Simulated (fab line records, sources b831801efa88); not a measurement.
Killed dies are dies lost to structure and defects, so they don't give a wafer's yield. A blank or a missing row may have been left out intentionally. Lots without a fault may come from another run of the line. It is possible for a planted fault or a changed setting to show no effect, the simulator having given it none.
2 desks, one fault + flow gf180mcu + numbers are kept per desk, each desk with only its own; the story behind them comes last

== THE METROLOGY DESK ==
What the gauges read, lot by lot, whatever tool the lot ran on: means of the sampled wafers that have a number. A lot is out of limits, marked OUT, if its mean lies more than 4 standard deviations from the usual mean; the brackets give that distance.
Columns: A = PSD_OVL at GF_PSD_OVL_MEAS_08, usual 1.4 nm; B = M1_ALCU_RS at GF_M1_RS_MEAS_05, usual 0.0691 ohm/sq; C = V1_OVL at GF_V1_OVL_MEAS_15, usual 2 nm
| lot  | first seen here | A                | B      | C  |
|------|-----------------|------------------|--------|----|
| L736 | day 14 13:31    | -0.7             | 0.0682 | 5  |
| L738 | day 15 03:54    | 3.0              | 0.0688 | 3  |
| L741 | day 16 03:46    | 0.1              | 0.0699 | 1  |
| L744 | day 17 00:14    | -122.8 (-73) OUT | 0.0697 | 7  |
| L747 | day 18 00:09    | -121.7 (-72) OUT | 0.0687 | 5  |
| L749 | day 19 01:02    | -0.1             | 0.0694 | -1 |
| L750 | day 19 05:30    | 4.0              | 0.0698 | 11 |
| L751 | day 19 14:22    | 1.6              | 0.0692 | 3  |
| L752 | day 19 18:58    | 3.7              | 0.0684 | -1 |
| L754 | day 20 13:37    | 2.4              | 0.0701 | 2  |
| L755 | day 20 23:39    | 2.8              | 0.0701 | -1 |
| L757 | day 21 14:49    | 2.3              | 0.0693 | -2 |
| L758 | day 22 01:12    | 0.9              | 0.0690 | 5  |
Finding of this desk: L744, L747 out of limits, first seen on L744 at day 17 00:14 (PSD_OVL at GF_PSD_OVL_MEAS_08). L736, L738, L741, L749, L750, L751, L752, L754, L755, L757, L758: within limits.

== DESK OF THE TOOL OWNER: iline stepper-02 ==
The tool's own readings at GF_PSD_EXPOSE_04 (exposes mask Pplus, target cd 400 nm): means of the sampled wafers that have a number, for each lot that ran on this tool. A lot is out of limits, marked OUT, if its mean lies more than 4 standard deviations from the usual mean; the brackets give that distance.
Columns: A = exposure dose mJ cm2 at GF_PSD_EXPOSE_04, usual 139.94
| lot  | first seen here | A      |
|------|-----------------|--------|
| L736 | day 14 03:42    | 139.91 |
| L744 | day 16 12:33    | 140.02 |
| L747 | day 17 12:25    | 139.78 |
Result from this desk: across the 3 lots, nothing is out of limits.

== BROUGHT TOGETHER ==
The metrology desk could have raised an alarm at day 17 00:14, on L744, L747.
The tool owner's desk saw nothing out of limits.
The tool owner's desk has L744, L747 on record, within its limits.
On iline stepper-02, each named lot ran GF_PSD_EXPOSE_04.

== WHAT HAD BEEN PUT IN BY THE SIMULATOR ==
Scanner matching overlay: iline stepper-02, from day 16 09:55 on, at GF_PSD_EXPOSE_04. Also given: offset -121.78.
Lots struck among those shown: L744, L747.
Time in hours between the start of the fault and the first out-of-limits reading at each desk: metrology desk, 14.
